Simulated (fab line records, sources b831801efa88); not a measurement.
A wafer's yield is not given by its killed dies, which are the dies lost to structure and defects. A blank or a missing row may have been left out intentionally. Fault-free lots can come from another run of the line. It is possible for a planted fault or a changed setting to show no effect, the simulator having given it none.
Matching of chambers ; flow sky130 ; cmp-01 running SKY_VIA2_CMP_24: 4 sister chambers
The step polishes, stops on SiO2, t overpolish 20 s, target thk 0 nm. 4 wafers are shown with their chamber, then 12 later ones without.

## WAFERS, EACH WITH ITS CHAMBER
wafer;chamber;motorCurrentA (A)
L080.5;3;12.3
L082.6;0;13.9
L089.5;1;10.9
L089.6;2;11.6

## WAFERS WHOSE CHAMBER IS MISSING
wafer;motorCurrentA (A)
L093.2;12.1
L093.3;12.0
L093.6;14.2
L094.1;11.7
L094.2;11.5
L094.3;13.8
L095.1;12.2
L095.5;11.9
L095.6;14.6
L097.1;13.4
L097.4;12.3
L097.5;11.4

## WHICH CHAMBER EACH WENT THROUGH
wafer;from the rows above;in truth
L093.2;can't be placed: 3 or 2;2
L093.3;can't be placed: 3 or 2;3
L093.6;0;0
L094.1;can't be placed: 2 or 3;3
L094.2;can't be placed: 2 or 1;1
L094.3;0;0
L095.1;can't be placed: 3 or 2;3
L095.5;can't be placed: 2 or 3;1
L095.6;0;0
L097.1;can't be placed: 0 or 3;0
L097.4;3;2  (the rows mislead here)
L097.5;can't be placed: 2 or 1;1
Correctly placed: 3 of 12. Not placeable from these rows: 8 (in 7, the candidates include the true chamber). Placed wrongly: 1.
How it was worked out, from the rows above alone: a wafer's distance from a chamber is the root of the sum, over the readings, of the square of ((its reading less the chamber's mean) divided by the reading's scatter). If the next closest chamber is less than 2 further off than the closest, the wafer can't be placed; otherwise it belongs to the closest. The mean given for a chamber averages the wafers shown for that chamber. The scatter (one wafer shown for each chamber): square how far every hidden wafer sits from the nearest shown wafer, average those squares and take the square root.
